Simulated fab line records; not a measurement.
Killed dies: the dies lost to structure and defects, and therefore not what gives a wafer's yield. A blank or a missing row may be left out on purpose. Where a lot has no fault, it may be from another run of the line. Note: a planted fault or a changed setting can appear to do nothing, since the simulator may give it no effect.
What tool caused it? || flow sky130 || 11 lots with 33 wafers sampled at 4 steps, on a route of 708 steps

## WHAT THE GAUGES READ, wafer by wafer
SKY_VIA1_BOW_MEAS_03.
{"lot": "L789", "measured": "day 32 14:08", "on": "film_metro-02", "VIA1_BOW (um)": "80 73 79"}
{"lot": "L791", "measured": "day 33 08:14", "on": "film_metro-02", "VIA1_BOW (um)": "79 84 66"}
{"lot": "L793", "measured": "day 34 04:28", "on": "film_metro-01", "VIA1_BOW (um)": "77 79 81"}
{"lot": "L795", "measured": "day 34 18:49", "on": "film_metro-01", "VIA1_BOW (um)": "80 81 78"}
{"lot": "L794", "measured": "day 35 05:08", "on": "film_metro-01", "VIA1_BOW (um)": "79 85 75"}
{"lot": "L797", "measured": "day 35 15:59", "on": "film_metro-04", "VIA1_BOW (um)": "88 81 80"}
{"lot": "L799", "measured": "day 36 06:46", "on": "film_metro-04", "VIA1_BOW (um)": "84 77 76"}
{"lot": "L800", "measured": "day 36 12:17", "on": "film_metro-02", "VIA1_BOW (um)": "84 78 93"}
{"lot": "L803", "measured": "day 37 12:05", "on": "film_metro-02", "VIA1_BOW (um)": "83 85 75"}
{"lot": "L804", "measured": "day 37 20:03", "on": "film_metro-02", "VIA1_BOW (um)": "86 97 86"}
{"lot": "L805", "measured": "day 37 23:38", "on": "film_metro-02", "VIA1_BOW (um)": "88 76 91"}

SKY_VIA2_THK_MEAS_01.
{"lot": "L789", "measured": "day 34 22:44", "on": "film_metro-03", "VIA2_HDPCVD_THK (nm)": "1184 1163 1175"}
{"lot": "L791", "measured": "day 35 16:31", "on": "film_metro-02", "VIA2_HDPCVD_THK (nm)": "1189 1163 1186"}
{"lot": "L793", "measured": "day 36 12:47", "on": "film_metro-02", "VIA2_HDPCVD_THK (nm)": "1182 1172 1165"}
{"lot": "L795", "measured": "day 37 01:49", "on": "film_metro-02", "VIA2_HDPCVD_THK (nm)": "1183 1174 1176"}
{"lot": "L794", "measured": "day 37 12:43", "on": "film_metro-03", "VIA2_HDPCVD_THK (nm)": "1174 1190 1183"}
{"lot": "L797", "measured": "day 37 22:37", "on": "film_metro-03", "VIA2_HDPCVD_THK (nm)": "1182 1173 1157"}
{"lot": "L799", "measured": "day 38 13:29", "on": "film_metro-02", "VIA2_HDPCVD_THK (nm)": "1168 1178 1203"}
{"lot": "L800", "measured": "day 38 18:08", "on": "film_metro-03", "VIA2_HDPCVD_THK (nm)": "1172 1166 1174"}
{"lot": "L803", "measured": "day 39 17:42", "on": "film_metro-02", "VIA2_HDPCVD_THK (nm)": "1195 1183 1211"}
{"lot": "L804", "measured": "day 40 01:13", "on": "film_metro-03", "VIA2_HDPCVD_THK (nm)": "1413 1162 1423"}
{"lot": "L805", "measured": "day 40 07:33", "on": "film_metro-02", "VIA2_HDPCVD_THK (nm)": "1167 1171 1197"}

## TOOL THAT RAN EACH LOT (tool first, then ch and the chambers of the sampled wafers, then the start)
{"lot": "L789", "SKY_METAL2_STRIP_20": "plasma_asher-01 ch 0,1, day 34 22:00", "SKY_VIA2_HDPCVD_00": "hdpcvd-02 ch 1,2, day 34 22:35"}
{"lot": "L791", "SKY_METAL2_STRIP_20": "plasma_asher-02 ch 1, day 35 15:21", "SKY_VIA2_HDPCVD_00": "hdpcvd-01 ch 1,2, day 35 16:23"}
{"lot": "L793", "SKY_METAL2_STRIP_20": "plasma_asher-04 ch 1, day 36 11:43", "SKY_VIA2_HDPCVD_00": "hdpcvd-01 ch 1,2, day 36 12:39"}
{"lot": "L795", "SKY_METAL2_STRIP_20": "plasma_asher-01 ch 0,1, day 37 01:03", "SKY_VIA2_HDPCVD_00": "hdpcvd-01 ch 0,1, day 37 01:41"}
{"lot": "L794", "SKY_METAL2_STRIP_20": "plasma_asher-01 ch 0,1, day 37 11:57", "SKY_VIA2_HDPCVD_00": "hdpcvd-02 ch 0,1,2, day 37 12:35"}
{"lot": "L797", "SKY_METAL2_STRIP_20": "plasma_asher-01 ch 0,1, day 37 21:53", "SKY_VIA2_HDPCVD_00": "hdpcvd-01 ch 0,1,2, day 37 22:29"}
{"lot": "L799", "SKY_METAL2_STRIP_20": "plasma_asher-01 ch 0,1, day 38 12:47", "SKY_VIA2_HDPCVD_00": "hdpcvd-02 ch 0,2, day 38 13:21"}
{"lot": "L800", "SKY_METAL2_STRIP_20": "plasma_asher-01 ch 0,1, day 38 17:24", "SKY_VIA2_HDPCVD_00": "hdpcvd-02 ch 1,2, day 38 18:00"}
{"lot": "L803", "SKY_METAL2_STRIP_20": "plasma_asher-02 ch 0,1, day 39 16:53", "SKY_VIA2_HDPCVD_00": "hdpcvd-02 ch 0,1,2, day 39 17:34"}
{"lot": "L804", "SKY_METAL2_STRIP_20": "plasma_asher-01 ch 0,1, day 40 00:30", "SKY_VIA2_HDPCVD_00": "hdpcvd-02 ch 0,2, day 40 01:06"}
{"lot": "L805", "SKY_METAL2_STRIP_20": "plasma_asher-01 ch 0,1, day 40 06:45", "SKY_VIA2_HDPCVD_00": "hdpcvd-01 ch 1,2, day 40 07:21"}
- SKY_METAL2_STRIP_20: strips in O2/N2.
- SKY_VIA2_HDPCVD_00: deposits SiO2, target thk 1180 nm, time 196.7 s.

## WHAT THE TOOLS THEMSELVES READ (means of the sampled wafers that have a number; where no wafer has one, the mark that the record gives instead)
SKY_METAL2_STRIP_20.
{"lot": "L789", "tool": "plasma_asher-01", "chamber_pressure_mTorr (mTorr)": 1499.9, "drypump_motor_current_A (A)": 4.9, "oes_product_au (a.u.)": 0.342, "strip_time_to_endpoint_s (s)": 2.71}
{"lot": "L791", "tool": "plasma_asher-02", "chamber_pressure_mTorr (mTorr)": 1500.0, "drypump_motor_current_A (A)": 6.4, "oes_product_au (a.u.)": 0.341, "strip_time_to_endpoint_s (s)": 2.74}
{"lot": "L793", "tool": "plasma_asher-04", "chamber_pressure_mTorr (mTorr)": 1500.2, "drypump_motor_current_A (A)": 4.9, "oes_product_au (a.u.)": 0.342, "strip_time_to_endpoint_s (s)": 2.75}
{"lot": "L795", "tool": "plasma_asher-01", "chamber_pressure_mTorr (mTorr)": 1500.0, "drypump_motor_current_A (A)": 4.9, "oes_product_au (a.u.)": 0.340, "strip_time_to_endpoint_s (s)": 2.70}
{"lot": "L794", "tool": "plasma_asher-01", "chamber_pressure_mTorr (mTorr)": 1499.0, "drypump_motor_current_A (A)": 4.9, "oes_product_au (a.u.)": 0.348, "strip_time_to_endpoint_s (s)": 2.72}
{"lot": "L797", "tool": "plasma_asher-01", "chamber_pressure_mTorr (mTorr)": 1500.0, "drypump_motor_current_A (A)": 5.0, "oes_product_au (a.u.)": 0.339, "strip_time_to_endpoint_s (s)": 2.67}
{"lot": "L799", "tool": "plasma_asher-01", "chamber_pressure_mTorr (mTorr)": 1500.8, "drypump_motor_current_A (A)": 4.9, "oes_product_au (a.u.)": 0.344, "strip_time_to_endpoint_s (s)": 2.69}
{"lot": "L800", "tool": "plasma_asher-01", "chamber_pressure_mTorr (mTorr)": 1499.7, "drypump_motor_current_A (A)": 4.9, "oes_product_au (a.u.)": 0.346, "strip_time_to_endpoint_s (s)": 2.73}
{"lot": "L803", "tool": "plasma_asher-02", "chamber_pressure_mTorr (mTorr)": 1499.8, "drypump_motor_current_A (A)": 6.0, "oes_product_au (a.u.)": 0.341, "strip_time_to_endpoint_s (s)": 2.72}
{"lot": "L804", "tool": "plasma_asher-01", "chamber_pressure_mTorr (mTorr)": 1500.3, "drypump_motor_current_A (A)": 4.9, "oes_product_au (a.u.)": 0.343, "strip_time_to_endpoint_s (s)": 2.70}
{"lot": "L805", "tool": "plasma_asher-01", "chamber_pressure_mTorr (mTorr)": 1499.6, "drypump_motor_current_A (A)": 4.9, "oes_product_au (a.u.)": 0.342, "strip_time_to_endpoint_s (s)": 2.68}

SKY_VIA2_HDPCVD_00.
{"lot": "L789", "tool": "hdpcvd-02", "run_length_s (s)": 225.1}
{"lot": "L791", "tool": "hdpcvd-01", "run_length_s (s)": 224.7}
{"lot": "L793", "tool": "hdpcvd-01", "run_length_s (s)": 225.0}
{"lot": "L795", "tool": "hdpcvd-01", "run_length_s (s)": 224.8}
{"lot": "L794", "tool": "hdpcvd-02", "run_length_s (s)": 224.3}
{"lot": "L797", "tool": "hdpcvd-01", "run_length_s (s)": 224.6}
{"lot": "L799", "tool": "hdpcvd-02", "run_length_s (s)": 224.8}
{"lot": "L800", "tool": "hdpcvd-02", "run_length_s (s)": 225.0}
{"lot": "L803", "tool": "hdpcvd-02", "run_length_s (s)": 224.7}
{"lot": "L804", "tool": "hdpcvd-02", "run_length_s (s)": 250.8}
{"lot": "L805", "tool": "hdpcvd-01", "run_length_s (s)": 224.6}

## THE ANSWER, worked out from the rows above alone
Rule: what is usual is taken from the lots themselves. The widest of any qualifying gaps counts: lots, ordered by their means at a reading, are off when they make up no more than a third of the lots, leave a main group of 4 or more, and stand apart from it by 3 or more times the standard deviation of that group's means. The tables above print the reading to a certain number of digits; a main group whose means all agree to those digits is not used. A lot without any number at a reading at which 4 lots or more have one is off too. All remaining lots with rows at the step are treated as sound. First the gauges in route order, then the tools' own readings, where a lot's mean is used as printed above. At the first step where some lot is off, the reading lying furthest off is the one used; lots without a number count as furthest.
Off: L804, seen at SKY_VIA2_THK_MEAS_01 (VIA2_HDPCVD_THK). For the main group the mean is 1179 nm and the standard deviation 7.3.
If a tool, at a process step before that reading, ran all the lots that are off and no sound lot after the first of them, it fits. The gauges at SKY_VIA2_THK_MEAS_01 aren't tried: what is off there is off at SKY_VIA2_HDPCVD_00 too, on other tools, and a gauge's error can't cause that. One fits: SKY_VIA2_HDPCVD_00 on hdpcvd-02. Its last sound lot is L803 (day 39 17:34), its first lot that is off L804 (day 40 01:06): a fault that began between those two fits.
The tool's own readings at SKY_VIA2_HDPCVD_00 bear it out: on the lots that are off they differ by more than 5 times the standard deviation of the sound lots' means. run_length_s reads 250.8 s there against 224.8 s on the sound lots.

## WHAT WAS PUT IN BY THE SIMULATOR
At SKY_VIA2_HDPCVD_00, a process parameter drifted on hdpcvd-02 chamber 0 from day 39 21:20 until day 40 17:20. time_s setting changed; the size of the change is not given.
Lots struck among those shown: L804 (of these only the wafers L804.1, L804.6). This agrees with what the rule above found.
